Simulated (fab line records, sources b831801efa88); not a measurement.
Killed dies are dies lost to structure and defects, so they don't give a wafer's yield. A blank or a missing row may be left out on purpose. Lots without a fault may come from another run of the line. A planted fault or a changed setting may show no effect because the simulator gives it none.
Which tool did it? | flow sfq_line | 14 lots, 42 wafers sampled, at 1 step of a route of 325

WHAT THE GAUGES READ, wafer by wafer
The record holds no reading of a measuring or inspecting step that can be judged against a usual standard deviation.

WHICH TOOL RAN EACH LOT (tool, then ch and the chambers of the sampled wafers, then the start)
lot  | SFQ_TRILAYER_I1_CMP_CMP_046
L395 | cmp-01 ch 0,2,3, day 21 04:04
L396 | cmp-01 ch 0,2,3, day 21 10:04
L397 | cmp-01 ch 0,1,3, day 22 04:59
L398 | cmp-02 ch 0,2,3, day 22 11:16
L400 | cmp-02 ch 0,1,2, day 23 10:58
L401 | cmp-01 ch 0,2,3, day 25 00:40
L406 | cmp-02 ch 0,1,2, day 26 22:21
L407 | cmp-01 ch 1,2,3, day 26 23:09
L409 | cmp-02 ch 0,1,2, day 27 03:21
L410 | cmp-01 ch 0,2, day 27 05:39
L411 | cmp-01 ch 0,2,3, day 27 08:39
L413 | cmp-01 ch 0,2,3, day 27 11:09
L415 | cmp-01 ch 0,2,3, day 27 14:39
L417 | cmp-01 ch 0,1,3, day 27 17:09
- SFQ_TRILAYER_I1_CMP_CMP_046: polishes SiO2.

WHAT THE TOOLS THEMSELVES READ (means of the sampled wafers that have a number; where no wafer has one, the mark that the record gives instead)
SFQ_TRILAYER_I1_CMP_CMP_046.
lot  | tool   | motor_current_A (A) | time_to_endpoint_s (s)
L395 | cmp-01 | 10.3                | 216
L396 | cmp-01 | 10.2                | 212
L397 | cmp-01 | 10.3                | 217
L398 | cmp-02 | 11.1                | 208
L400 | cmp-02 | 10.4                | 217
L401 | cmp-01 | 10.0                | 222
L406 | cmp-02 | 10.8                | 185
L407 | cmp-01 | 10.4                | 222
L409 | cmp-02 | 11.1                | 151
L410 | cmp-01 | 11.1                | 227
L411 | cmp-01 | 10.6                | 219
L413 | cmp-01 | 10.4                | 220
L415 | cmp-01 | 10.2                | 218
L417 | cmp-01 | 10.2                | 216

THE ANSWER, worked out from the rows above alone
Rule: what is usual is taken from the lots themselves. Put in order of their means at a reading, lots are off if they are a third of the lots or fewer, leave a main group of 4 or more, and stand apart from it by a gap of 3 or more times the standard deviation of the main group's means; of several such gaps the widest counts. A main group whose means are all the same, to the digits that the tables above print for the reading, isn't used. A lot without any number at a reading at which 4 lots or more have one is off too. The other lots that the step has rows for count as sound. The gauges are gone through in route order, then the tools' own readings, and for those a lot's mean is taken as printed above. The first step at which some lot is off is used, and at that step the reading that is off furthest; a lot without a number counts as furthest.
Off: L406, L409, at SFQ_TRILAYER_I1_CMP_CMP_046 (time_to_endpoint_s). The main group: mean 218 s, standard deviation 4.7.
A tool fits if, at that step or a process step before it, it ran every lot that is off, and no sound lot after the first of them. One fits: cmp-02 at SFQ_TRILAYER_I1_CMP_CMP_046. Its last sound lot is L400 (day 23 10:58), its first lot that is off L406 (day 26 22:21): a fault that began between those two fits.
The tool's own readings at SFQ_TRILAYER_I1_CMP_CMP_046 bear it out: on the lots that are off they differ by more than 5 times the standard deviation of the sound lots' means. time_to_endpoint_s reads 168 s there against 218 s on the sound lots.

WHAT THE SIMULATOR HAD PUT IN
Process parameter drift: cmp-02, from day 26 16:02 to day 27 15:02, at SFQ_TRILAYER_I1_CMP_CMP_046. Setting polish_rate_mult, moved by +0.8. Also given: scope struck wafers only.
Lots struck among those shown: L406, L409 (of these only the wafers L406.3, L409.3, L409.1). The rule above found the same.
